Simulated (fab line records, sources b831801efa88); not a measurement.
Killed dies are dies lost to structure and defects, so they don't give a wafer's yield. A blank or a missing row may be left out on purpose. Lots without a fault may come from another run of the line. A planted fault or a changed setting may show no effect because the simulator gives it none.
Which tool did it? | flow gf180mcu | 11 lots, 33 wafers sampled, at 3 steps of a route of 602

WHAT THE GAUGES READ, wafer by wafer
GF_VT_IMPLANT_TW_MEAS_32.
lot  | measured     | on            | VT_IMPLANT_3_TW
L349 | day 7 10:05  | film_metro-04 | 270 271 272
L350 | day 8 00:37  | film_metro-03 | 263 265 265
L352 | day 8 08:10  | film_metro-03 | 265 262 264
L353 | day 8 17:51  | film_metro-03 | 264 265 264
L354 | day 8 22:05  | film_metro-03 | 264 263 263
L355 | day 9 03:26  | film_metro-03 | 262 263 263
L356 | day 9 06:50  | film_metro-02 | 263 263 264
L358 | day 9 22:01  | film_metro-02 | 264 264 264
L362 | day 10 22:08 | film_metro-03 | 265 264 264
L365 | day 11 19:36 | film_metro-02 | 30 30 30
L369 | day 12 19:11 | film_metro-02 | 265 263 263

WHICH TOOL RAN EACH LOT (tool, then ch and the chambers of the sampled wafers, then the start)
lot  | GF_VT_IMPLANT_STRIP_20               | GF_VT_IMPLANT_STRIP_31
L349 | plasma_asher-03 ch 0,1, day 6 18:14  | plasma_asher-01 ch 0,1, day 7 09:59
L350 | plasma_asher-01 ch 0,1, day 7 08:47  | plasma_asher-02 ch 0,1, day 8 00:32
L352 | plasma_asher-01 ch 0,1, day 7 15:47  | plasma_asher-03 ch 0,1, day 8 08:04
L353 | plasma_asher-01 ch 0, day 8 00:44    | plasma_asher-02 ch 0,1, day 8 17:44
L354 | plasma_asher-02 ch 0,1, day 8 04:41  | plasma_asher-02 ch 0,1, day 8 21:59
L355 | plasma_asher-03 ch 0,1, day 8 10:35  | plasma_asher-03 ch 0,1, day 9 03:20
L356 | plasma_asher-02 ch 0,1, day 8 13:41  | plasma_asher-03 ch 0,1, day 9 06:44
L358 | plasma_asher-03 ch 0,1, day 9 03:46  | plasma_asher-03 ch 0,1, day 9 21:56
L362 | plasma_asher-03 ch 0,1, day 10 03:53 | plasma_asher-02 ch 0,1, day 10 22:02
L365 | plasma_asher-01 ch 0,1, day 11 01:02 | plasma_asher-01 ch 0,1, day 11 19:29
L369 | plasma_asher-02 ch 0, day 11 23:41   | plasma_asher-03 ch 0,1, day 12 19:05
- GF_VT_IMPLANT_STRIP_20: strips in O2/N2.
- GF_VT_IMPLANT_STRIP_31: strips in O2/N2.

WHAT THE TOOLS THEMSELVES READ (means of the sampled wafers that have a number; where no wafer has one, the mark that the record gives instead)
GF_VT_IMPLANT_STRIP_20.
lot  | tool            | drypump_motor_current_A (A) | heater_power_w (W) | oes_product_au (a.u.) | strip_time_to_endpoint_s (s)
L349 | plasma_asher-03 | 5.9                         | 338                | 0.719                 | 12.63
L350 | plasma_asher-01 | 5.1                         | 317                | 0.718                 | 12.59
L352 | plasma_asher-01 | 5.0                         | 322                | 0.716                 | 12.58
L353 | plasma_asher-01 | 5.7                         | 417                | 0.714                 | 12.65
L354 | plasma_asher-02 | 6.1                         | 290                | 0.715                 | 12.64
L355 | plasma_asher-03 | 5.9                         | 336                | 0.716                 | 12.67
L356 | plasma_asher-02 | 6.1                         | 295                | 0.711                 | 12.69
L358 | plasma_asher-03 | 5.7                         | 343                | 0.711                 | 12.68
L362 | plasma_asher-03 | 5.9                         | 333                | 0.719                 | 12.65
L365 | plasma_asher-01 | 5.0                         | 320                | 0.911                 | -
L369 | plasma_asher-02 | 6.4                         | 286                | 0.719                 | 12.60

GF_VT_IMPLANT_STRIP_31.
lot  | tool            | drypump_motor_current_A (A) | heater_power_w (W) | oes_product_au (a.u.) | strip_time_to_endpoint_s (s)
L349 | plasma_asher-01 | 5.0                         | 318                | 0.713                 | 12.61
L350 | plasma_asher-02 | 5.9                         | 298                | 0.716                 | 12.68
L352 | plasma_asher-03 | 5.9                         | 336                | 0.716                 | 12.63
L353 | plasma_asher-02 | 6.1                         | 294                | 0.719                 | 12.73
L354 | plasma_asher-02 | 6.2                         | 295                | 0.721                 | 12.66
L355 | plasma_asher-03 | 5.9                         | 336                | 0.718                 | 12.70
L356 | plasma_asher-03 | 5.7                         | 339                | 0.716                 | 12.72
L358 | plasma_asher-03 | 5.7                         | 339                | 0.717                 | 12.73
L362 | plasma_asher-02 | 6.1                         | 295                | 0.712                 | 12.67
L365 | plasma_asher-01 | 5.1                         | 326                | 0.716                 | 22.13
L369 | plasma_asher-03 | 5.9                         | 337                | 0.715                 | 12.64

THE ANSWER, worked out from the rows above alone
Rule: what is usual is taken from the lots themselves. Put in order of their means at a reading, lots are off if they are a third of the lots or fewer, leave a main group of 4 or more, and stand apart from it by a gap of 3 or more times the standard deviation of the main group's means; of several such gaps the widest counts. A main group whose means are all the same, to the digits that the tables above print for the reading, isn't used. A lot without any number at a reading at which 4 lots or more have one is off too. The other lots that the step has rows for count as sound. The gauges are gone through in route order, then the tools' own readings, and for those a lot's mean is taken as printed above. The first step at which some lot is off is used, and at that step the reading that is off furthest; a lot without a number counts as furthest.
Off: L365, at GF_VT_IMPLANT_TW_MEAS_32 (VT_IMPLANT_3_TW). The main group: mean 264, standard deviation 2.2.
A tool fits if, at a process step before that reading, it ran every lot that is off, and no sound lot after the first of them. The gauges at GF_VT_IMPLANT_TW_MEAS_32 aren't tried: what is off there is off at GF_VT_IMPLANT_STRIP_20 too, on other tools, and a gauge's error can't cause that. One fits: plasma_asher-01 at GF_VT_IMPLANT_STRIP_20 and GF_VT_IMPLANT_STRIP_31. At GF_VT_IMPLANT_STRIP_20 its last sound lot is L353 (day 8 00:44), its first lot that is off L365 (day 11 01:02): a fault that began between those two fits.
The tool's own readings at GF_VT_IMPLANT_STRIP_20 bear it out: on the lots that are off they differ by more than 5 times the standard deviation of the sound lots' means. oes_product_au reads 0.911 a.u. there against 0.716 a.u. on the sound lots.
Blank at GF_VT_IMPLANT_STRIP_20 on the lots that are off, where sound lots have numbers: strip_time_to_endpoint_s.

WHAT THE SIMULATOR HAD PUT IN
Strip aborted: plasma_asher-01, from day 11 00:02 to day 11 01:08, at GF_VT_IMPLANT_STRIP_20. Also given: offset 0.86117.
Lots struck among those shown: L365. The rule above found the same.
